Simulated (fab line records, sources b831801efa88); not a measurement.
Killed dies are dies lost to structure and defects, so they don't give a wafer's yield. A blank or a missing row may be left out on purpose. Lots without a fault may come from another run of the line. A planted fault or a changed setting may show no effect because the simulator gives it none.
Problem report in the 8D (eight disciplines) form, filled by code | flow gf180mcu | the parts of the form that need people (team, actions taken, sign-off) are left out

1. THE PROBLEM
HV_LDD_2_TW at GF_HV_LDD_TW_MEAS_23 reads a mean of 1112 on 6 wafers of 2 lots; wafers without a fault read 1058 with a standard deviation of 6.2. That is +8.6 standard deviations from the usual mean.
First seen on wafer L312.1, day 17 01:50, on film_metro-04. The record holds 42 wafers of 14 lots with a number at this step. Rule for "out", or "out of limits": more than 4 standard deviations from the usual mean. The other wafers with a number count as sound.

2. WHAT IT IS AND WHAT IT IS NOT
question                    | is                           | is not
which readings at this step | HV_LDD_2_TW                  | -
which lots                  | L312, L313                   | L293, L294, L295, L296, L297, L300, L301, L303, L304, L306, L311, L316
which wafers of those lots  | all that have a number       | -
read on which gauges        | film_metro-02, film_metro-04 | film_metro-01
when                        | from day 17 01:50            | up to then (33 sound wafers); but 3 sound wafers of L316 came after

3. SUSPECTS, AND WHAT RULES EACH OUT
Counting: a tool at a process step up to the reading stays a suspect if it ran every lot that is out and no sound lot after the first of them.
- the gauge at GF_HV_LDD_TW_MEAS_23: ruled out. The wafers that are out were read on 2 gauges (film_metro-02, film_metro-04).
- implanter-02 at GF_HV_LDD_IMPLANT_21: kept. It ran every lot that is out, first L312 (day 17 01:35), and no sound lot after that; its last sound lot up to then is L306 (day 14 23:02). Its own readings are out on those wafers: dose_ions_cm2, faraday_current_uA.
Left after counting: implanter-02 at GF_HV_LDD_IMPLANT_21.

4. THE CAUSE (what the simulator had put in)
Process parameter drift: implanter-02, from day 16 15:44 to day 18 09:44, at GF_HV_LDD_IMPLANT_21. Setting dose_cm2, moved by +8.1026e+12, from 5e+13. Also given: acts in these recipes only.
Counting left only this tool.

5. THE CHAIN OF EFFECTS, in route order
Each row: a reading whose mean over the struck wafers that have a number lies more than 3 standard deviations from the usual. Only readings for which the record gives a usual standard deviation are gone through. hours: the time from each lot's start at the first step in this table that gives one to its start at this step, as a median over the lots. sigmas: the change in usual standard deviations.
hours | step                 | reading            | usual     | on struck wafers | change     | sigmas
0     | GF_HV_LDD_IMPLANT_21 | dose_ions_cm2      | 5.001e+13 | 5.809e+13        | +8.083e+12 | +99 or more
0     | GF_HV_LDD_IMPLANT_21 | faraday_current_uA | 282       | 326              | +44        | +7.1
0     | GF_HV_LDD_TW_MEAS_23 | HV_LDD_2_TW        | 1058      | 1112             | +54        | +8.6
The process steps in it:
- GF_HV_LDD_IMPLANT_21

6. WHAT WOULD HAVE CAUGHT IT SOONER
In this record the first reading out of limits at a measuring or inspecting step was taken at day 17 01:50, 10 hours after the fault began at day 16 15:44.
The tool's own readings at GF_HV_LDD_IMPLANT_21 were out on every struck wafer that the step has a row for (dose_ions_cm2, faraday_current_uA): an alarm limit on them would have fired on the first of those.
Of the lots that are out (2), L313 began GF_HV_LDD_IMPLANT_21 on implanter-02 after day 17 01:50. A hold on the tool at that time would have spared it.
